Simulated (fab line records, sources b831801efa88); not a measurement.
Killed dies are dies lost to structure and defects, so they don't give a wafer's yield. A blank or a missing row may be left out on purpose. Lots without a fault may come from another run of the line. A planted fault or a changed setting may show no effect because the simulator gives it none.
Chamber matching | flow sky130 | SKY_PASSIVATION_CVD_02 on pecvd-04: 3 sister chambers
The step deposits Si3N4, target thk 540 nm. 14 wafers are shown with their chamber, then 7 later ones without.

WAFERS WITH THEIR CHAMBER
wafer  | chamber | heater_power_w (W)
L974.1 | 2       | 729
L974.2 | 0       | 683
L974.4 | 1       | 836
L975.2 | 0       | 758
L975.3 | 1       | 755
L975.4 | 0       | 771
L976.1 | 1       | 850
L976.2 | 2       | 711
L976.6 | 1       | 851
L979.3 | 1       | 694
L979.5 | 2       | 735
L979.6 | 1       | 736
L982.4 | 1       | 837
L982.5 | 0       | 808

SIGNATURES (means of the wafers above)
reading        | chamber 0 | chamber 1 | chamber 2 | scatter within a chamber
heater_power_w | 755.00    | 794.14    | 725.00    | 55.1
Rule: a wafer's distance from a chamber is the root of the sum, over the readings, of the square of ((its reading less the chamber's mean) divided by the reading's scatter). The wafer belongs to the nearest chamber; if the next one is less than 2 further off, it can't be placed. The scatter: the root of (the sum of the squares of (reading less its chamber's mean) over the shown wafers, divided by (wafers less chambers)).

WAFERS WITHOUT THEIR CHAMBER
wafer  | heater_power_w (W)
L982.6 | 724
L984.1 | 639
L984.4 | 760
L984.6 | 675
L986.3 | 792
L986.5 | 842
L986.6 | 817

WHICH CHAMBER EACH WENT THROUGH
wafer  | from the rows above          | in truth
L982.6 | can't be placed: 2 or 0 or 1 | 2
L984.1 | can't be placed: 2 or 0 or 1 | 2
L984.4 | can't be placed: 0 or 1 or 2 | 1
L984.6 | can't be placed: 2 or 0 or 1 | 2
L986.3 | can't be placed: 1 or 0 or 2 | 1
L986.5 | can't be placed: 1 or 0 or 2 | 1
L986.6 | can't be placed: 1 or 0 or 2 | 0
Placed correctly: 0 of 7. Can't be placed from these rows: 7 (the true chamber is among the candidates in 7). Placed wrongly: 0.
